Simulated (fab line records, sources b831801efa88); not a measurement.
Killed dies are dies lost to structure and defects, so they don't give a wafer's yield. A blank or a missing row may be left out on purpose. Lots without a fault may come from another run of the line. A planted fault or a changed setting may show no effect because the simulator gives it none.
fab line records | flow sky130
record lots=24 wafers=72 last_day=50
route steps=708 shown VT_ADJUST_NCORE@130 CONTACT@407 VIA1@473 VIA3@587 CAP2M@606
lots that met no fault: from a run of the same line without faults
start_h: hours from the record's first day to the start of the lot's first wafer shown | wait_h: hours since the lot's step before | " the same as in the row above | L1.1+2: a row that stands for several wafers | - no value, or no start given | * or withheld: withheld | < > ~ a bound
route shown NAME@n: a module of which the file shows steps, and the number in the route of the first | usual: mean/standard deviation of fault-free wafers | same: alike in all rows | chamber/n: place in a boat | sites: the reading at each site | _std_site: their standard deviation | _edge_site: outer sites' mean less inner sites' | radius_mm: how far each site lies from the wafer's centre | mask NAME#n: copy n | behind: the tool/chamber that last shaped the wafer | hold: why the lot was held/for how many hours/how that ended | device: the transistor (n, p or np) that didn't switch | end of line: the same wafers' tests at the end of the route | a step without rows: its recipe alone | killed: dies lost to structure and defects at the first sort, not the wafer's yield | map: a wafer's dies, x killed, . not, _ none there
set.NAME: the setting as run; set.NAME@STEP: as run at that earlier step | model.NAME: the simulator's own value behind a step, which no gauge read
steps of the route over a sample of lots; a table a step, a row a wafer
services: from which hour (start_h, from the record's first day; less than 0 if before it) a tool's chamber was out of use, for how many hours, and why
## steps
# step SKY_VT_ADJUST_NCORE_TW_MEAS_11
# usual VT_ADJUST_NCORE_TW=218.8/1.7
# columns lot.wafer tool chamber start_h wait_h VT_ADJUST_NCORE_TW
L074.1 film_metro-03 - 189.26 0.1 220.7
L074.3 " - " " 220.7
L074.5 " - " " 220.6
L075.2 film_metro-04 - 196.41 0.1 220.7
L075.4 " - " " 220.8
L075.6 " - " " 220.1
L076.1 film_metro-03 - 198.06 0.1 219.3
L076.4 " - " " 218.7
L076.6 " - " " 219.0
L077.1 film_metro-02 - 212.61 0.1 217.3
L077.2 " - " " 218.3
L077.5 " - " " 217.9
L078.4 film_metro-02 - 213.30 0.1 217.2
L078.5 " - " " 216.8
L078.6 " - " " 217.1
L079.1 film_metro-04 - 222.80 0.1 221.8
L079.4 " - " " 222.0
L079.5 " - " " 222.1
L080.1 film_metro-02 - 225.67 0.1 218.5
L080.2 " - " " 218.3
L080.3 " - " " 218.4
L081.2 film_metro-04 - 234.56 0.1 221.5
L081.4 " - " " 221.3
L081.6 " - " " 221.9
L082.2 film_metro-02 - 238.38 0.1 217.1
L082.3 " - " " 218.0
L082.4 " - " " 219.3
L083.1 film_metro-02 - 248.47 0.1 216.0
L083.2 " - " " 216.0
L083.5 " - " " 217.5
L084.2 film_metro-02 - 257.23 0.1 216.2
L084.5 " - " " 218.5
L084.6 " - " " 217.0
L085.2 film_metro-03 - 263.77 0.1 219.5
L085.3 " - " " 218.8
L085.4 " - " " 218.4
L086.1 film_metro-02 - 271.05 0.1 217.6
L086.2 " - " " 218.6
L086.5 " - " " 218.3
L087.1 film_metro-03 - 276.52 0.1 219.6
L087.3 " - " " 218.8
L087.5 " - " " 218.5
L088.2 film_metro-04 - 284.16 0.1 220.0
L088.4 " - " " 220.6
L088.5 " - " " 221.6
L089.1 film_metro-02 - 289.91 0.1 215.1
L089.2 " - " " 217.3
L089.4 " - " " 216.5
L090.1 film_metro-03 - 305.86 0.1 218.2
L090.3 " - " " 218.1
L090.6 " - " " 217.8
L091.2 film_metro-02 - 307.77 0.1 217.1
L091.3 " - " " 216.8
L091.6 " - " " 217.4
L093.1 film_metro-03 - 320.52 0.1 219.6
L093.3 " - " " 218.9
L093.4 " - " " 219.5
L092.1 film_metro-04 - 322.31 0.1 219.6
L092.4 " - " " 219.8
L092.5 " - " " 219.2
L094.2 film_metro-04 - 329.62 0.1 220.6
L094.3 " - " " 219.4
L094.6 " - " " 219.4
L095.1 film_metro-04 - 330.97 0.1 220.0
L095.3 " - " " 220.0
L095.5 " - " " 219.0
L096.2 film_metro-02 - 338.38 0.1 218.8
L096.3 " - " " 218.6
L096.5 " - " " 219.4
L097.1 film_metro-02 - 346.91 0.1 218.1
L097.2 " - " " 217.7
L097.3 " - " " 217.6
# step SKY_CONTACT_THK_MEAS_01
# recipe reads=Si3N4_of_CONTACT_CVD_00
# usual CONTACT_CVD_00_THK=74.7/1.2
# columns lot.wafer tool chamber start_h wait_h CONTACT_CVD_00_THK[nm]
L074.1 film_metro-04 - 714.45 - 73.4
L074.3 " - " " 72.4
L074.5 " - " " 71.9
L075.2 film_metro-04 - 722.47 - 72.9
L075.4 " - " " 73.1
L075.6 " - " " 74.1
L076.1 film_metro-02 - 731.09 - 73.9
L076.4 " - " " 75.7
L076.6 " - " " 74.5
L078.4 film_metro-03 - 743.02 - 76.1
L078.5 " - " " 75.3
L078.6 " - " " 74.1
L077.1 film_metro-02 - 744.19 - 73.3
L077.2 " - " " 73.3
L077.5 " - " " 74.9
L080.1 film_metro-03 - 751.36 - 74.9
L080.2 " - " " 74.0
L080.3 " - " " 72.5
L079.1 film_metro-02 - 751.93 - 74.6
L079.4 " - " " 76.3
L079.5 " - " " 75.7
L081.2 film_metro-02 - 763.43 - 75.0
L081.4 " - " " 75.9
L081.6 " - " " 76.5
L082.2 film_metro-02 - 767.16 - 73.5
L082.3 " - " " 73.2
L082.4 " - " " 74.9
L083.1 film_metro-04 - 777.94 - 75.8
L083.2 " - " " 75.4
L083.5 " - " " 76.3
L084.2 film_metro-02 - 793.46 - 75.0
L084.5 " - " " 74.6
L084.6 " - " " 76.0
L085.2 film_metro-04 - 796.77 - 75.5
L085.3 " - " " 74.8
L085.4 " - " " 75.3
L086.1 film_metro-02 - 805.41 - 74.3
L086.2 " - " " 73.6
L086.5 " - " " 75.2
L087.1 film_metro-02 - 819.08 - 74.2
L087.3 " - " " 72.5
L087.5 " - " " 75.4
L088.2 film_metro-04 - 822.83 - 74.3
L088.4 " - " " 75.9
L088.5 " - " " 75.4
L089.1 film_metro-02 - 824.56 - 73.9
L089.2 " - " " 72.7
L089.4 " - " " 73.7
L090.1 film_metro-03 - 837.44 - 75.4
L090.3 " - " " 74.3
L090.6 " - " " 75.7
L091.2 film_metro-03 - 841.10 - 75.1
L091.3 " - " " 76.6
L091.6 " - " " 75.9
L093.1 film_metro-04 - 855.36 - 73.1
L093.3 " - " " 75.7
L093.4 " - " " 76.2
L092.1 film_metro-03 - 857.54 - 74.2
L092.4 " - " " 74.8
L092.5 " - " " 73.7
L094.2 film_metro-03 - 858.33 - 73.4
L094.3 " - " " 74.6
L094.6 " - " " 75.9
L095.1 film_metro-04 - 860.65 - 74.3
L095.3 " - " " 74.1
L095.5 " - " " 75.9
L096.2 film_metro-03 - 872.77 - 73.7
L096.3 " - " " 73.0
L096.5 " - " " 74.8
L097.1 film_metro-03 - 881.56 - 74.4
L097.2 " - " " 75.1
L097.3 " - " " 75.1
# step SKY_VIA1_ETCH_15
# recipe target=SiO2 chemistry=C4F8/O2/Ar target_depth_nm=351 stop_on=TiN mask_material=KrF-thick source_w=1500 bias_w=1200 pressure_mtorr=40 c4f8_flow_sccm=withheld O2_flow_sccm=6 Ar_flow_sccm=300 time_s=54
# usual oes_product_au=0.980/0.0076
# columns lot.wafer tool chamber start_h wait_h oes_product_au rf_hours_counter_h
L074.1 rie_diel-02 1 797.70 0.0 0.981 23
L074.3 " 2 " " 0.974 20
L074.5 " 2 " " 0.982 -
L075.2 rie_diel-01 2 806.65 0.0 0.978 12
L075.4 " 0 " " 0.977 2
L075.6 " 2 " " 0.967 -
L076.1 rie_diel-02 1 813.45 0.0 0.975 23
L076.4 " 3 " " 0.986 6
L076.6 " 2 " " 0.965 -
L078.4 rie_diel-04 2 823.92 0.0 0.990 -
L078.5 " 3 " " 0.994 -
L078.6 " 1 " " 0.983 -
L077.1 rie_diel-01 2 826.24 0.0 0.971 12
L077.2 " 1 " " 0.981 13
L077.5 " 1 " " 0.984 -
L080.1 rie_diel-02 0 834.64 0.0 0.986 9
L080.2 " 2 " " 0.970 21
L080.3 " 3 " " 0.989 7
L079.1 rie_diel-04 1 834.99 0.0 0.988 6
L079.4 " 2 " " 0.982 -
L079.5 " 3 " " 0.984 -
L081.2 rie_diel-04 0 847.00 0.0 0.971 0
L081.4 " 3 " " 0.979 16
L081.6 " 2 " " 0.975 -
L082.2 rie_diel-01 3 850.20 0.0 0.981 0
L082.3 " 1 " " 0.985 14
L082.4 " 0 " " 0.974 3
L083.1 rie_diel-04 3 860.24 0.0 0.981 16
L083.2 " 1 " " 0.987 7
L083.5 " 0 " " 0.986 -
L084.2 rie_diel-01 3 875.40 0.0 0.986 1
L084.5 " 1 " " 0.991 -
L084.6 " 0 " " 0.980 -
L085.2 rie_diel-02 2 880.15 0.0 0.987 22
L085.3 " 3 " " 0.981 8
L085.4 " 0 " " 0.984 10
L086.1 rie_diel-01 3 887.75 0.0 0.983 2
L086.2 " 0 " " 0.971 4
L086.5 " 1 " " 0.982 -
L087.1 rie_diel-01 0 899.75 0.0 0.975 5
L087.3 " 3 " " 0.985 2
L087.5 " 3 " " 0.981 -
L088.2 rie_diel-04 0 902.54 0.0 0.987 1
L088.4 " 3 " " 0.983 -
L088.5 " 0 " " 0.989 -
L089.1 rie_diel-02 3 906.45 0.0 0.980 9
L089.2 " 2 " " 0.980 23
L089.4 " 1 " " 0.971 26
L090.1 rie_diel-02 1 916.79 0.0 0.971 27
L090.3 " 0 " " 0.980 11
L090.6 " 1 " " 0.989 -
L091.2 rie_diel-04 0 921.90 0.0 0.988 2
L091.3 " 2 " " 0.973 16
L091.6 " 1 " " 0.989 -
L093.1 rie_diel-04 3 937.75 0.0 0.992 18
L093.3 " 2 " " 0.985 16
L093.4 " 1 " " 0.988 9
L092.1 rie_diel-01 0 938.90 0.0 0.975 6
L092.4 " 2 " " 0.961 16
L092.5 " 3 " " 0.979 -
L094.2 rie_diel-04 1 939.79 0.0 0.977 9
L094.3 " 0 " " 0.986 2
L094.6 " 2 " " 0.968 -
L095.1 rie_diel-01 3 940.84 0.0 0.987 3
L095.3 " 2 " " 0.971 16
L095.5 " 2 " " 0.978 -
L096.2 rie_diel-02 3 950.85 0.0 0.985 10
L096.3 " 1 " " 0.975 28
L096.5 " 1 " " 0.973 -
L097.1 rie_diel-01 3 960.25 0.0 0.986 4
L097.2 " 2 " " 0.967 17
L097.3 " 1 " " 0.983 17
# step SKY_VIA3_ETCH_14
# recipe chemistry=N2/H2 target=BARC ion_energy_ev=200 source_w=500 bias_w=100 pressure_mtorr=30 n2_flow_sccm=100 h2_flow_sccm=200 stop_on=SiO2 time_s=45.9 target_depth_a=600
# usual drypump_motor_current_A=5.8/0.47 h2_flow_sccm=200.0/0.63 oes_product_au=0.854/0.0049 throttle_valve_pct=13.223/0.0095
# columns lot.wafer tool chamber start_h wait_h drypump_motor_current_A h2_flow_sccm oes_product_au rf_hours_counter_h throttle_valve_pct
L074.1 rie_diel-03 2 932.52 0.0 6.4 198.3 0.858 20 13.229
L074.3 " 0 " " 6.0 199.6 0.867 11 13.224
L074.5 " 0 " " 6.0 200.4 0.854 - 13.207
L075.2 rie_diel-03 1 939.97 0.0 5.2 199.9 0.856 14 13.233
L075.4 " 0 " " 6.0 199.6 0.850 12 13.217
L075.6 " 1 " " 5.3 199.7 0.852 - 13.223
L076.1 rie_diel-03 2 946.31 0.0 6.4 201.1 0.854 20 13.231
L076.4 " 0 " " 6.0 200.1 0.849 12 13.220
L076.6 " 1 " " 5.2 200.1 0.851 - 13.223
L078.4 rie_diel-02 0 957.87 0.0 6.2 199.2 0.854 13 13.224
L078.5 " 3 " " 5.2 200.3 0.852 - 13.219
L078.6 " 2 " " 6.1 198.7 0.859 - 13.215
L077.1 rie_diel-03 0 959.56 0.0 6.0 200.0 0.857 12 13.240
L077.2 " 2 " " 6.4 199.8 0.855 21 13.223
L077.5 " 2 " " 6.4 200.6 0.856 - 13.220
L080.1 rie_diel-03 1 967.41 0.0 5.2 199.2 0.857 15 13.225
L080.2 " 3 " " 5.4 200.1 0.853 25 13.219
L080.3 " 0 " " 6.0 200.2 0.847 13 13.202
L079.1 rie_diel-02 1 968.16 0.0 5.4 200.5 0.859 28 13.217
L079.4 " 2 " " 6.1 199.6 0.862 24 13.218
L079.5 " 3 " " 5.2 199.7 0.850 - 13.221
L081.2 rie_diel-02 3 977.63 0.0 5.2 199.7 0.844 11 13.219
L081.4 " 3 " " 5.2 200.5 0.854 - 13.224
L081.6 " 2 " " 6.0 199.0 0.857 - 13.221
L082.2 rie_diel-03 0 983.41 0.0 6.0 200.4 0.847 13 13.240
L082.3 " 2 " " 6.4 199.4 0.859 21 13.212
L082.4 " 1 " " 5.2 199.4 0.849 15 13.227
L083.1 rie_diel-02 0 991.01 0.0 6.2 199.9 0.847 14 13.216
L083.2 " 1 " " 5.4 199.3 0.857 0 13.225
L083.5 " 0 " " 6.2 200.0 0.846 - 13.227
L084.2 rie_diel-01 3 1001.91 0.0 6.4 201.1 0.858 5 13.228
L084.5 " 3 " " 6.4 200.8 0.844 - 13.224
L084.6 " 0 " " 5.8 200.3 0.864 - 13.224
L085.2 rie_diel-03 1 1009.17 0.0 5.2 199.0 0.854 16 13.225
L085.3 " 0 " " 6.0 200.7 0.851 14 13.241
L085.4 " 3 " " 5.4 199.9 0.853 26 13.218
L086.1 rie_diel-01 1 1015.31 0.0 6.4 199.8 0.856 18 13.232
L086.2 " 3 " " 6.3 200.3 0.853 6 13.230
L086.5 " 0 " " 5.8 200.3 0.853 - 13.209
L087.1 rie_diel-01 3 1024.51 0.0 6.3 200.2 0.862 6 13.245
L087.3 " 1 " " 6.4 200.1 0.854 18 13.218
L087.5 " 1 " " 6.4 199.7 0.852 - 13.224
L088.2 rie_diel-02 3 1026.46 0.0 5.2 200.6 0.858 12 13.232
L088.4 " 0 " " 6.2 199.9 0.860 - 13.215
L088.5 " 3 " " 5.2 199.3 0.858 - 13.220
L089.1 rie_diel-02 2 1032.97 0.0 6.1 201.1 0.846 26 13.225
L089.2 " 3 " " 5.2 200.0 0.854 13 13.219
L089.4 " 1 " " 5.4 199.0 0.846 1 13.218
L090.1 rie_diel-01 3 1042.91 0.0 6.4 201.2 0.844 7 13.216
L090.3 " 0 " " 5.7 201.0 0.854 9 13.229
L090.6 " 1 " " 6.4 200.3 0.856 - 13.217
L091.2 rie_diel-01 3 1047.77 0.0 6.4 199.6 0.852 7 13.227
L091.3 " 1 " " 6.4 199.8 0.851 20 13.238
L091.6 " 3 " " 6.4 199.4 0.855 - 13.236
L093.1 rie_diel-03 1 1060.31 0.0 5.2 199.5 0.857 17 13.224
L093.3 " 0 " " 6.0 200.1 0.853 15 13.223
L093.4 " 2 " " 6.4 199.3 0.848 24 13.232
L092.1 rie_diel-02 3 1062.48 0.0 5.2 200.3 0.857 14 13.216
L092.4 " 1 " " 5.4 200.2 0.856 2 13.234
L092.5 " 1 " " 5.4 200.0 0.854 - 13.216
L094.2 rie_diel-03 3 1064.31 0.0 5.4 198.3 0.855 28 13.236
L094.3 " 2 " " 6.4 200.2 0.861 24 13.217
L094.6 " 0 " " 6.0 199.7 0.852 - 13.216
L095.1 rie_diel-02 1 1064.62 0.0 5.4 199.3 0.851 3 13.213
L095.3 " 2 " " 6.1 201.5 0.850 27 13.212
L095.5 " 0 " " 6.2 200.6 0.851 - 13.212
L096.2 rie_diel-02 0 1072.91 0.0 6.2 199.3 0.853 16 13.236
L096.3 " 1 " " 5.4 200.3 0.852 3 13.228
L096.5 " 3 " " 5.2 199.0 0.854 - 13.215
L097.1 rie_diel-01 1 1080.41 0.0 6.4 199.8 0.857 21 13.225
L097.2 " 2 " " 5.3 200.0 0.852 21 13.226
L097.3 " 0 " " 5.8 199.6 0.850 10 13.219
# step SKY_VIA3_CVD_21
# recipe material=W target_thk_nm=390 time_s=117.31 temp_c=400 pressure_torr=40
# usual heater_power_w=899/52
# columns lot.wafer tool chamber start_h wait_h heater_power_w
L074.1 cvd_w-02 1 933.27 0.0 924
L074.3 " 0 " " 986
L074.5 " 1 " " 912
L075.2 cvd_w-02 0 940.72 0.0 960
L075.4 " 1 " " 918
L075.6 " 1 " " 898
L076.1 cvd_w-02 0 947.07 0.0 971
L076.4 " 0 " " 965
L076.6 " 1 " " 890
L078.4 cvd_w-02 1 958.66 0.1 885
L078.5 " 1 " " 932
L078.6 " 0 " " 935
L077.1 cvd_w-02 0 960.31 0.0 977
L077.2 " 1 " " 883
L077.5 " 0 " " 949
L080.1 cvd_w-02 1 968.20 0.0 898
L080.2 " 0 " " 985
L080.3 " 0 " " 955
L079.1 cvd_w-01 0 968.96 0.0 868
L079.4 " 1 " " 814
L079.5 " 0 " " 880
L081.2 cvd_w-01 0 978.42 0.0 882
L081.4 " 1 " " 798
L081.6 " 0 " " 873
L082.2 cvd_w-02 1 984.17 0.0 932
L082.3 " 1 " " 888
L082.4 " 0 " " 961
L083.1 cvd_w-01 1 991.78 0.0 816
L083.2 " 0 " " 875
L083.5 " 0 " " 891
L084.2 cvd_w-01 1 1002.69 0.0 828
L084.5 " 0 " " 889
L084.6 " 1 " " 812
L085.2 cvd_w-02 1 1009.93 0.0 917
L085.3 " 0 " " 971
L085.4 " 1 " " 913
L086.1 cvd_w-02 1 1016.07 0.0 910
L086.2 " 0 " " 951
L086.5 " 1 " " 921
L087.1 cvd_w-01 0 1025.30 0.0 898
L087.3 " 1 " " 804
L087.5 " 1 " " 823
L088.2 cvd_w-02 1 1027.21 0.0 903
L088.4 " 0 " " 937
L088.5 " 0 " " 976
L089.1 cvd_w-01 1 1033.72 0.0 838
L089.2 " 0 " " 899
L089.4 " 0 " " 880
L090.1 cvd_w-01 0 1043.72 0.0 890
L090.3 " 0 " " 888
L090.6 " 1 " " 818
L091.2 cvd_w-01 0 1048.53 0.0 873
L091.3 " 1 " " 837
L091.6 " 1 " " 809
L093.1 cvd_w-01 1 1061.08 0.0 840
L093.3 " 0 " " 883
L093.4 " 1 " " 824
L092.1 cvd_w-02 0 1063.30 0.0 977
L092.4 " 1 " " 907
L092.5 " 1 " " 891
L094.2 cvd_w-01 1 1065.15 0.0 815
L094.3 " 1 " " 830
L094.6 " 1 " " 834
L095.1 cvd_w-01 1 1065.38 0.0 835
L095.3 " 1 " " 811
L095.5 " 0 " " 911
L096.2 cvd_w-02 1 1073.67 0.0 921
L096.3 " 1 " " 920
L096.5 " 0 " " 954
L097.1 cvd_w-01 0 1081.17 0.0 901
L097.2 " 1 " " 835
L097.3 " 0 " " 904
# step SKY_CAP2M_RS_MEAS_03
# recipe thk_meas_gauge=four-point-probe reads=TiN_of_CAP2M_SPUTTER_02
# usual CAP2M_TIN_RS=6.94/0.083
# columns lot.wafer tool chamber start_h wait_h CAP2M_TIN_RS[ohm/sq]
L074.1 film_metro-01 - 934.22 0.1 6.81
L074.3 " - " " 6.91
L074.5 " - " " 6.91
L075.2 film_metro-02 - 941.69 0.1 7.00
L075.4 " - " " 7.05
L075.6 " - " " 7.02
L076.1 film_metro-01 - 948.01 0.1 6.93
L076.4 " - " " 7.00
L076.6 " - " " 6.92
L078.4 film_metro-02 - 959.63 0.1 6.89
L078.5 " - " " 6.87
L078.6 " - " " 6.94
L077.1 film_metro-02 - 961.26 0.1 7.00
L077.2 " - " " 6.95
L077.5 " - " " 7.12
L080.1 film_metro-01 - 969.15 0.1 6.84
L080.2 " - " " 6.81
L080.3 " - " " 6.78
L079.1 film_metro-01 - 969.90 0.1 6.97
L079.4 " - " " 6.85
L079.5 " - " " 6.80
L081.2 film_metro-01 - 979.39 0.1 7.00
L081.4 " - " " 7.00
L081.6 " - " " 7.05
L082.2 film_metro-02 - 985.15 0.1 7.07
L082.3 " - " " 7.07
L082.4 " - " " 7.12
L083.1 film_metro-03 - 992.73 0.1 6.91
L083.2 " - " " 7.03
L083.5 " - " " 7.04
L084.2 film_metro-02 - 1003.77 0.1 6.91
L084.5 " - " " 7.01
L084.6 " - " " 6.89
L085.2 film_metro-01 - 1010.91 0.1 7.02
L085.3 " - " " 6.96
L085.4 " - " " 6.93
L086.1 film_metro-02 - 1017.02 0.1 7.05
L086.2 " - " " 7.01
L086.5 " - " " 7.02
L087.1 film_metro-01 - 1026.25 0.1 7.00
L087.3 " - " " 6.89
L087.5 " - " " 6.88
L088.2 film_metro-01 - 1028.18 0.1 6.85
L088.4 " - " " 6.81
L088.5 " - " " 6.83
L089.1 film_metro-02 - 1034.67 0.1 6.99
L089.2 " - " " 6.93
L089.4 " - " " 6.94
L090.1 film_metro-02 - 1044.67 0.1 7.02
L090.3 " - " " 6.98
L090.6 " - " " 6.93
L091.2 film_metro-03 - 1049.49 0.1 6.86
L091.3 " - " " 6.89
L091.6 " - " " 6.88
L093.1 film_metro-02 - 1062.02 0.1 7.07
L093.3 " - " " 6.93
L093.4 " - " " 6.92
L092.1 film_metro-01 - 1064.25 0.1 6.98
L092.4 " - " " 6.92
L092.5 " - " " 6.99
L094.2 film_metro-01 - 1066.12 0.1 6.85
L094.3 " - " " 6.79
L094.6 " - " " 6.79
L095.1 film_metro-03 - 1066.40 0.1 6.91
L095.3 " - " " 6.88
L095.5 " - " " 6.91
L096.2 film_metro-02 - 1074.64 0.1 7.03
L096.3 " - " " 7.03
L096.5 " - " " 7.01
L097.1 film_metro-03 - 1082.13 0.1 6.85
L097.2 " - " " 6.84
L097.3 " - " " 6.87
## services
# columns tool chamber start_h hours kind
rie_diel-03 2 778.82 1.6 repair
rie_diel-01 2 791.27 10.2 repair
rie_diel-03 - 798.36 14.6 pm
rie_diel-04 0 810.69 2.5 repair
rie_diel-02 3 842.10 3.3 repair
rie_diel-01 - 888.90 1.0 repair
rie_diel-04 1 896.15 8.5 repair
cvd_w-02 - 904.00 14.0 pm
rie_diel-02 0 913.73 2.1 repair
rie_diel-04 2 925.67 8.3 repair
rie_diel-01 3 942.61 4.4 repair
rie_diel-01 1 980.43 18.8 repair
rie_diel-02 - 994.60 15.6 pm
cvd_w-02 0 1000.98 6.5 repair
cvd_w-01 - 1009.37 6.9 pm
rie_diel-02 2 1014.01 16.6 repair
cvd_w-02 - 1016.27 2.8 pm
rie_diel-03 - 1024.52 15.6 pm
rie_diel-01 0 1030.83 5.2 repair
rie_diel-03 0 1040.67 4.8 repair
rie_diel-03 1 1042.71 4.4 repair
rie_diel-03 - 1047.35 0.5 repair
rie_diel-02 2 1054.09 2.6 repair
rie_diel-01 - 1059.89 1.9 repair
## key
fault none
